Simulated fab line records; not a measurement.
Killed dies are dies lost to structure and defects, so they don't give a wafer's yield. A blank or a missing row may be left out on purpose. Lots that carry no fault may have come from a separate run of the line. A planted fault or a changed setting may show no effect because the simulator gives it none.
Matching of chambers    flow sky130    rie diel-03 running SKY_POLY_GATE_ETCH_15: 4 sister chambers
The step etches BARC in N2/H2, stops on SiO2, time 118.5 s, target depth 110 nm. 8 wafers are shown with their chamber, then 7 later ones without.

WAFERS WITH THEIR CHAMBER
wafer   chamber  drypump motor current A (A)  oes product au (a.u.)
L121.4  2        5.8                          0.715
L121.5  0        6.3                          0.722
L124.3  2        5.7                          0.714
L133.4  1        4.9                          0.706
L133.5  0        6.3                          0.708
L133.6  3        6.6                          0.706
L135.2  3        6.6                          0.712
L135.3  1        4.9                          0.717

WAFERS WITHOUT THEIR CHAMBER
wafer   drypump motor current A (A)  oes product au (a.u.)
L135.4  5.7                          0.720
L140.1  6.3                          0.718
L140.2  5.8                          0.723
L140.3  6.6                          0.717
L142.2  5.0                          0.719
L142.4  5.7                          0.718
L142.6  5.7                          0.710

THE CHAMBER EACH PASSED THROUGH
wafer   from the rows above  in truth
L135.4  2                    2
L140.1  0                    0
L140.2  2                    2
L140.3  3                    3
L142.2  1                    1
L142.4  2                    2
L142.6  2                    2
7 of 7 placed correctly. Not placeable from these rows: 0. Placed wrongly: 0.
How it was worked out, from the rows above alone: a wafer's distance from a chamber is the root of the sum, over the readings, of the square of ((its reading less the chamber's mean) divided by the reading's scatter). If the next closest chamber is less than 2 further off than the closest, the wafer can't be placed; otherwise it belongs to the closest. For every chamber, the mean is computed from those of its wafers that are shown. The scatter: the root of (the sum of the squares of (reading less its chamber's mean) over the shown wafers, divided by (wafers less chambers)).
